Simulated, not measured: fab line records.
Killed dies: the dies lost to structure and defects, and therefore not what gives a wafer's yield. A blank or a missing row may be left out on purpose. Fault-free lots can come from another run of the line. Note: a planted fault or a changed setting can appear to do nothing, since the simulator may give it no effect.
fab line records || flow sky130
record: {"lots": 14, "wafers": 42, "last-day": 50}
route steps=708 shown RES_XHIGH@335
lots untouched by any fault: they come from a run of this same line in which no faults occurred
start-h: hours from the record's first day to the start of the lot's first wafer shown || wait-h: hours elapsed since this lot's preceding step || " unchanged from the row above || L1.1+2: one row covering several wafers at once || - no value, or no start was given || * or withheld: withheld || < > ~ a bound
route shown NAME@n: NAME is a module with steps in the file, n the number in the route of the first one || usual: mean/standard deviation of fault-free wafers || same: alike in all rows || chamber/n: place in a boat || sites: readings site by site || _std_site: how widely they spread, as a standard deviation || _edge_site: outer sites' mean less inner sites' || radius-mm: how far each site lies from the wafer's centre || mask NAME#n: copy n || behind: the tool/chamber that last shaped the wafer || hold: the reason the lot was held/the length of the hold in hours/how it ended || device: the n, p or np transistor that did not switch || end of line: the route-end tests of the same wafers || for a step that has no rows: nothing shown but its recipe || killed: count of dies lost to structure and defects at first sort (not the wafer's yield) || map: a wafer's dies, marking killed ones x, the rest . and places with no die _
set.NAME: the run value of the setting; set.NAME@STEP: its run value at that earlier step || model.NAME: the simulator's own value behind a step, which no gauge read
steps of the route over a sample of lots; a table a step, a row a wafer
== steps ==
step: SKY_RES_XHIGH_SOFTBAKE_03
recipe: {"temp-c": 90, "time-s": 60, "resist": "NOVOLAK"}
usual: {"heater-power-total-W": "56.60/0.043", "plate-temp-C": "89.99/0.11"}
{"lot.wafer": "L730.2", "tool": "litho-track-02", "chamber": 0, "start-h": 610.73, "wait-h": 0.1, "heater-power-total-W": 56.52, "plate-temp-C": 90.19}
{"lot.wafer": "L730.5", "tool": "litho-track-02", "chamber": 0, "start-h": 610.73, "wait-h": 0.1, "heater-power-total-W": 56.58, "plate-temp-C": 90.04}
{"lot.wafer": "L730.6", "tool": "litho-track-02", "chamber": 0, "start-h": 610.73, "wait-h": 0.1, "heater-power-total-W": 56.61, "plate-temp-C": 89.91}
{"lot.wafer": "L731.1", "tool": "litho-track-02", "chamber": 0, "start-h": 628.56, "wait-h": 0.1, "heater-power-total-W": 56.56, "plate-temp-C": 89.93}
{"lot.wafer": "L731.2", "tool": "litho-track-02", "chamber": 0, "start-h": 628.56, "wait-h": 0.1, "heater-power-total-W": 56.60, "plate-temp-C": 89.88}
{"lot.wafer": "L731.5", "tool": "litho-track-02", "chamber": 0, "start-h": 628.56, "wait-h": 0.1, "heater-power-total-W": 56.58, "plate-temp-C": 89.90}
{"lot.wafer": "L734.1", "tool": "litho-track-02", "chamber": 0, "start-h": 650.61, "wait-h": 0.1, "heater-power-total-W": 56.62, "plate-temp-C": 90.03}
{"lot.wafer": "L734.4", "tool": "litho-track-02", "chamber": 0, "start-h": 650.61, "wait-h": 0.1, "heater-power-total-W": 56.72, "plate-temp-C": 89.97}
{"lot.wafer": "L734.6", "tool": "litho-track-02", "chamber": 0, "start-h": 650.61, "wait-h": 0.1, "heater-power-total-W": 56.61, "plate-temp-C": 89.92}
{"lot.wafer": "L735.1", "tool": "litho-track-03", "chamber": 0, "start-h": 654.27, "wait-h": 0.1, "heater-power-total-W": 56.57, "plate-temp-C": 89.99}
{"lot.wafer": "L735.2", "tool": "litho-track-03", "chamber": 0, "start-h": 654.27, "wait-h": 0.1, "heater-power-total-W": 56.60, "plate-temp-C": 89.99}
{"lot.wafer": "L735.3", "tool": "litho-track-03", "chamber": 0, "start-h": 654.27, "wait-h": 0.1, "heater-power-total-W": 56.57, "plate-temp-C": 90.01}
{"lot.wafer": "L736.3", "tool": "litho-track-02", "chamber": 0, "start-h": 666.61, "wait-h": 0.1, "heater-power-total-W": 56.58, "plate-temp-C": 89.94}
{"lot.wafer": "L736.4", "tool": "litho-track-02", "chamber": 0, "start-h": 666.61, "wait-h": 0.1, "heater-power-total-W": 56.68, "plate-temp-C": 89.90}
{"lot.wafer": "L736.6", "tool": "litho-track-02", "chamber": 0, "start-h": 666.61, "wait-h": 0.1, "heater-power-total-W": 56.54, "plate-temp-C": 89.93}
{"lot.wafer": "L737.1", "tool": "litho-track-03", "chamber": 0, "start-h": 672.82, "wait-h": 0.1, "heater-power-total-W": 55.96, "plate-temp-C": 89.27}
{"lot.wafer": "L737.4", "tool": "litho-track-03", "chamber": 0, "start-h": 672.82, "wait-h": 0.1, "heater-power-total-W": 55.98, "plate-temp-C": 89.18}
{"lot.wafer": "L737.5", "tool": "litho-track-03", "chamber": 0, "start-h": 672.82, "wait-h": 0.1, "heater-power-total-W": 55.92, "plate-temp-C": 89.27}
{"lot.wafer": "L739.1", "tool": "litho-track-03", "chamber": 0, "start-h": 676.67, "wait-h": 0.1, "heater-power-total-W": 55.88, "plate-temp-C": 89.25}
{"lot.wafer": "L739.2", "tool": "litho-track-03", "chamber": 0, "start-h": 676.67, "wait-h": 0.1, "heater-power-total-W": 55.87, "plate-temp-C": 89.11}
{"lot.wafer": "L739.3", "tool": "litho-track-03", "chamber": 0, "start-h": 676.67, "wait-h": 0.1, "heater-power-total-W": 55.94, "plate-temp-C": 89.17}
{"lot.wafer": "L749.1", "tool": "litho-track-03", "chamber": 0, "start-h": 763.32, "wait-h": 0.1, "heater-power-total-W": 56.65, "plate-temp-C": 90.08}
{"lot.wafer": "L749.3", "tool": "litho-track-03", "chamber": 0, "start-h": 763.32, "wait-h": 0.1, "heater-power-total-W": 56.58, "plate-temp-C": 89.95}
{"lot.wafer": "L749.6", "tool": "litho-track-03", "chamber": 0, "start-h": 763.32, "wait-h": 0.1, "heater-power-total-W": 56.60, "plate-temp-C": 89.98}
{"lot.wafer": "L748.1", "tool": "litho-track-02", "chamber": 0, "start-h": 763.41, "wait-h": 0.1, "heater-power-total-W": 56.64, "plate-temp-C": 90.14}
{"lot.wafer": "L748.2", "tool": "litho-track-02", "chamber": 0, "start-h": 763.41, "wait-h": 0.1, "heater-power-total-W": 56.58, "plate-temp-C": 90.15}
{"lot.wafer": "L748.4", "tool": "litho-track-02", "chamber": 0, "start-h": 763.41, "wait-h": 0.1, "heater-power-total-W": 56.57, "plate-temp-C": 90.11}
{"lot.wafer": "L747.2", "tool": "litho-track-03", "chamber": 0, "start-h": 763.95, "wait-h": 0.1, "heater-power-total-W": 56.65, "plate-temp-C": 89.86}
{"lot.wafer": "L747.5", "tool": "litho-track-03", "chamber": 0, "start-h": 763.95, "wait-h": 0.1, "heater-power-total-W": 56.60, "plate-temp-C": 89.79}
{"lot.wafer": "L747.6", "tool": "litho-track-03", "chamber": 0, "start-h": 763.95, "wait-h": 0.1, "heater-power-total-W": 56.62, "plate-temp-C": 89.93}
{"lot.wafer": "L750.2", "tool": "litho-track-02", "chamber": 0, "start-h": 766.78, "wait-h": 0.1, "heater-power-total-W": 56.62, "plate-temp-C": 90.02}
{"lot.wafer": "L750.3", "tool": "litho-track-02", "chamber": 0, "start-h": 766.78, "wait-h": 0.1, "heater-power-total-W": 56.53, "plate-temp-C": 90.11}
{"lot.wafer": "L750.4", "tool": "litho-track-02", "chamber": 0, "start-h": 766.78, "wait-h": 0.1, "heater-power-total-W": 56.64, "plate-temp-C": 90.06}
{"lot.wafer": "L751.1", "tool": "litho-track-02", "chamber": 0, "start-h": 767.96, "wait-h": 0.1, "heater-power-total-W": 56.53, "plate-temp-C": 89.90}
{"lot.wafer": "L751.3", "tool": "litho-track-02", "chamber": 0, "start-h": 767.96, "wait-h": 0.1, "heater-power-total-W": 56.56, "plate-temp-C": 90.00}
{"lot.wafer": "L751.6", "tool": "litho-track-02", "chamber": 0, "start-h": 767.96, "wait-h": 0.1, "heater-power-total-W": 56.52, "plate-temp-C": 90.05}
{"lot.wafer": "L752.3", "tool": "litho-track-02", "chamber": 0, "start-h": 772.91, "wait-h": 0.1, "heater-power-total-W": 56.62, "plate-temp-C": 89.86}
{"lot.wafer": "L752.5", "tool": "litho-track-02", "chamber": 0, "start-h": 772.91, "wait-h": 0.1, "heater-power-total-W": 56.66, "plate-temp-C": 89.87}
{"lot.wafer": "L752.6", "tool": "litho-track-02", "chamber": 0, "start-h": 772.91, "wait-h": 0.1, "heater-power-total-W": 56.65, "plate-temp-C": 90.12}
{"lot.wafer": "L753.1", "tool": "litho-track-02", "chamber": 0, "start-h": 780.16, "wait-h": 0.1, "heater-power-total-W": 56.63, "plate-temp-C": 90.04}
{"lot.wafer": "L753.4", "tool": "litho-track-02", "chamber": 0, "start-h": 780.16, "wait-h": 0.1, "heater-power-total-W": 56.57, "plate-temp-C": 90.05}
{"lot.wafer": "L753.6", "tool": "litho-track-02", "chamber": 0, "start-h": 780.16, "wait-h": 0.1, "heater-power-total-W": 56.60, "plate-temp-C": 89.99}
== key ==
first-sign: {"step": "SKY_RES_XHIGH_SOFTBAKE_03", "reading": "heater-power-total-W", "direction": "down", "sigmas": 16, "usual": "*", "struck": "*"}
effect: {"step": "SKY_RES_XHIGH_SOFTBAKE_03", "reading": "plate-temp-C", "direction": "down", "sigmas": 7.1, "usual": "*", "struck": "*"}
met-at SKY_RES_XHIGH_SOFTBAKE_03
struck-lots L737,L739
tester-left-out L737,L739
onset-between 654.27 672.82
fault: {"kind": "process-parameter-drift", "tool": "litho-track-03", "chamber": "-", "onset-h": 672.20, "steps": "SKY_RES_XHIGH_SOFTBAKE_03", "channel": "temp-c", "offset": "*", "shape": "step", "end-h": 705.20, "acts-in": "*", "stated": "*"}
tester-left-out: of these lots the tester's yield and bins aren't shown, on N5 and GAA mostly nor the transistor test; their killed dies are dies lost to structure and defects alone, not to doping, threshold or leakage, so they don't give the yield
